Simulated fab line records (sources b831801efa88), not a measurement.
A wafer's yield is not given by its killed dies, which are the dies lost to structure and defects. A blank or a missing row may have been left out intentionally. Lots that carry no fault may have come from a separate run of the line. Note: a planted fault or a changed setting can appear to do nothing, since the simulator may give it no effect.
A lot that was struck, set against a sound lot | flow sky130 | 27 out of 708 route steps
Sound: these wafers, L843.1, L843.2, L843.6. Struck: wafers L839.2, L839.6 (left out: L839.3, a lot-mate that was not struck); the cause follows at the end.
Per side, at each step with rows, come the tool, then ch with its chambers, and then its first start. Under that, the readings that differ: sound wafers | struck wafers | difference of the means | sigmas: that difference in standard deviations of wafers without a fault.
alike: words and numbers the same on both sides, and readings whose means are apart by under 2 such deviations; not compared: readings that were withheld, readings missing a value for some wafer, numbers with overlapping values and no deviation given by the record, and bounds like >300 which may hide the same value.
Wherever a step has rows on one side only, a row that says differs or no value, or a row with sigmas, the two part there. When numbers do not overlap yet have no deviation, they are printed without sigmas and do not part them. Lack of a reading on every wafer of one side parts them only where that side has two or more wafers.

first, 10 steps without rows for these wafers: SKY_LOCAL_INTERCONNECT_SOFTBAKE_07 (time 90 s); SKY_LOCAL_INTERCONNECT_EXPOSE_08 (exposes mask LI1M, target cd 170 nm); SKY_LOCAL_INTERCONNECT_PEB_09; SKY_LOCAL_INTERCONNECT_DEVELOP_10 (develop time 60 s); SKY_LOCAL_INTERCONNECT_ETCH_13 (etches BARC in N2/H2, stops on SiO2, time 45.9 s, target depth 60 nm); SKY_LOCAL_INTERCONNECT_METAL_ETCH_14 (etches TiN in Cl2/BCl3, stops on PSG, target depth 110 nm, time 31.4 s); SKY_LOCAL_INTERCONNECT_STRIP_15 (strips in O2/N2); SKY_LOCAL_INTERCONNECT_STRIP_16 (strips in post etch residue remover, time 1200 s); SKY_LOCAL_INTERCONNECT_CLEAN_17 (cleans in IPA, time 180 s); SKY_LOCAL_INTERCONNECT_CLEAN_18 (cleans in O3/DIW).
SKY_CONTACT_CVD_00: deposits Si3N4, target thk 75 nm.
  sound on pecvd-03 ch 0,1, day 37 12:39; struck on pecvd-02 ch 0,2, day 36 14:29
  reading                                   | sound             | struck      | difference | sigmas
  model.Si3N4_of_CONTACT_CVD_00.thk-nm (nm) | 74.42 73.34 76.41 | 111.9 115.2 | +38.8      |
  alike: heater-power-w
SKY_CONTACT_THK_MEAS_01:
  sound: film-metro-02 at day 37 12:41; struck: film-metro-04 at day 36 14:32
  reading                 | sound          | struck      | difference | sigmas
  CONTACT_CVD_00_THK (nm) | 74.4 73.4 76.5 | 111.9 115.3 | +38.8      | +35
then, 12 steps without rows for these wafers: SKY_CONTACT_HDPCVD_02 (deposits SiO2, target thk 565 nm, time 94.2 s); SKY_CONTACT_CMP_04 (polishes SiO2); SKY_CONTACT_DEHYDRATE_06 (time 60 s); SKY_CONTACT_HMDS_07 (prime time 60 s); SKY_CONTACT_COAT_08 (resist thk 60 nm); SKY_CONTACT_COAT_09 (resist thk 450 nm); SKY_CONTACT_SOFTBAKE_10 (time 90 s); SKY_CONTACT_EXPOSE_11 (exposes mask CTM1, target cd 170 nm); SKY_CONTACT_PEB_12; SKY_CONTACT_DEVELOP_13 (develop time 60 s); SKY_CONTACT_ETCH_16 (etches BARC in N2/H2, stops on SiO2, time 45.9 s, target depth 60 nm); SKY_CONTACT_ETCH_17 (etches SiO2 in C4F8/O2/Ar, stops on Si3N4, target depth 340 nm).
SKY_CONTACT_ETCH_18: etches Si3N4 in CHF3/O2, stops on TiN, time 39 s, target depth 75 nm.
  sound on rie-diel-02 ch 0,3; struck on rie-diel-01 ch 0
  reading                  | sound             | struck      | difference | sigmas
  oes-product-au (a.u.)    | 0.848 0.844 0.858 | 0.986 0.986 | +0.136     | +16
  throttle-valve-pct (%)   | 8.785 8.807 8.819 | 8.842 8.814 | +0.024     | +3
  model.etch.depth-nm (nm) | 74.42 73.34 76.41 | 95.34 96.33 | +21.11     |
  alike: O2_flow_sccm, drypump-motor-current-A
  not compared: rf-hours-counter-h
then, 1 step without rows for these wafers: SKY_CONTACT_STRIP_19 (strips in O2/N2).
-- the record jumps here: 14 days lie between the struck wafers' starts before and after (it left off in module CONTACT and takes up again in module PAD_OPEN, whose first step shown is number 708 of the route) --
SKY_PAD_OPEN_PROBE_99:
  the record has rows for the struck wafers here (prober-01, day 50 10:10) and none for the sound ones

WHERE THEY PART
At SKY_CONTACT_THK_MEAS_01 first; at SKY_PAD_OPEN_PROBE_99 last (within this record only).

WHY: whatever the simulator had introduced
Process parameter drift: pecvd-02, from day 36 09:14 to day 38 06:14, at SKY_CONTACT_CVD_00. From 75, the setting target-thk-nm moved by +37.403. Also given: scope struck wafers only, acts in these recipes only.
